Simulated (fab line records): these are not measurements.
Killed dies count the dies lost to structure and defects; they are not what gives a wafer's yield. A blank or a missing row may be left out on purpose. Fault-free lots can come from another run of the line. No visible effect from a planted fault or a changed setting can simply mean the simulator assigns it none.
Chamber matching :: flow gf180mcu :: cmp-01 running GF_V2_CMP_26: 4 sister chambers
The step polishes, stops on SiO2, t overpolish 15 s, target thk 0 nm. 14 wafers are shown with their chamber, then 7 later ones without.

WAFERS, EACH WITH ITS CHAMBER
wafer: L855.3
chamber: 2
time-to-endpoint-s (s): 88
overpolish-run-s (s): 14.991
motor-current-A (A): 10.2

wafer: L855.4
chamber: 0
time-to-endpoint-s (s): 91
overpolish-run-s (s): 14.991
motor-current-A (A): 10.7

wafer: L855.5
chamber: 2
time-to-endpoint-s (s): 90
overpolish-run-s (s): 15.004
motor-current-A (A): 9.8

wafer: L857.1
chamber: 0
time-to-endpoint-s (s): 96
overpolish-run-s (s): 14.997
motor-current-A (A): 10.5

wafer: L857.3
chamber: 3
time-to-endpoint-s (s): 86
overpolish-run-s (s): 15.006
motor-current-A (A): 10.0

wafer: L857.4
chamber: 1
time-to-endpoint-s (s): 91
overpolish-run-s (s): 14.981
motor-current-A (A): 10.1

wafer: L860.4
chamber: 3
time-to-endpoint-s (s): 85
overpolish-run-s (s): 15.004
motor-current-A (A): 10.2

wafer: L860.5
chamber: 0
time-to-endpoint-s (s): 94
overpolish-run-s (s): 15.007
motor-current-A (A): 10.9

wafer: L860.6
chamber: 3
time-to-endpoint-s (s): 85
overpolish-run-s (s): 15.010
motor-current-A (A): 10.5

wafer: L861.2
chamber: 3
time-to-endpoint-s (s): 81
overpolish-run-s (s): 14.996
motor-current-A (A): 10.1

wafer: L861.3
chamber: 0
time-to-endpoint-s (s): 95
overpolish-run-s (s): 15.009
motor-current-A (A): 10.1

wafer: L861.6
chamber: 2
time-to-endpoint-s (s): 87
overpolish-run-s (s): 14.976
motor-current-A (A): 9.3

wafer: L862.1
chamber: 2
time-to-endpoint-s (s): 92
overpolish-run-s (s): 14.996
motor-current-A (A): 9.6

wafer: L862.2
chamber: 3
time-to-endpoint-s (s): 82
overpolish-run-s (s): 15.009
motor-current-A (A): 10.8

SIGNATURES, as means of the wafers listed above
reading: time-to-endpoint-s
chamber 0: 94.00
chamber 1: 91.00
chamber 2: 89.25
chamber 3: 83.80
scatter within a chamber: 2.18

reading: overpolish-run-s
chamber 0: 15.00100
chamber 1: 14.98100
chamber 2: 14.99175
chamber 3: 15.00500
scatter within a chamber: 0.0087

reading: motor-current-A
chamber 0: 10.550
chamber 1: 10.100
chamber 2: 9.725
chamber 3: 10.320
scatter within a chamber: 0.347
Rule: for each reading, subtract the chamber's mean from the wafer's reading, divide by that reading's scatter and square the result; add these up over the readings and take the root, which gives the wafer's distance from the chamber. If the next closest chamber is less than 2 further off than the closest, the wafer can't be placed; otherwise it belongs to the closest. The scatter: the root of (the sum of the squares of (reading less its chamber's mean) over the shown wafers, divided by (wafers less chambers)).

WAFERS WITH NO CHAMBER GIVEN
wafer: L862.6
time-to-endpoint-s (s): 85
overpolish-run-s (s): 14.998
motor-current-A (A): 10.2

wafer: L870.2
time-to-endpoint-s (s): 86
overpolish-run-s (s): 14.992
motor-current-A (A): 10.9

wafer: L870.4
time-to-endpoint-s (s): 95
overpolish-run-s (s): 15.000
motor-current-A (A): 10.3

wafer: L870.6
time-to-endpoint-s (s): 90
overpolish-run-s (s): 15.011
motor-current-A (A): 9.9

wafer: L871.1
time-to-endpoint-s (s): 94
overpolish-run-s (s): 14.997
motor-current-A (A): 10.2

wafer: L871.2
time-to-endpoint-s (s): 87
overpolish-run-s (s): 14.999
motor-current-A (A): 9.5

wafer: L871.3
time-to-endpoint-s (s): 98
overpolish-run-s (s): 14.985
motor-current-A (A): 10.0

EACH ONE'S CHAMBER
wafer: L862.6
from the rows above: can't be placed: 3 or 2
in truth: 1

wafer: L870.2
from the rows above: can't be placed: 3 or 1 or 2 or 0
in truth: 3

wafer: L870.4
from the rows above: 0
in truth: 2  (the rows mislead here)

wafer: L870.6
from the rows above: can't be placed: 2 or 0 or 3 or 1
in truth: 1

wafer: L871.1
from the rows above: can't be placed: 0 or 1 or 2
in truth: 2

wafer: L871.2
from the rows above: can't be placed: 2 or 3 or 1
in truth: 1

wafer: L871.3
from the rows above: can't be placed: 0 or 1 or 2
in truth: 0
Correct placement for 0 of the 7. From these rows, 6 cannot be placed; in 5 the true chamber is one of the candidates. Number placed wrongly: 1.
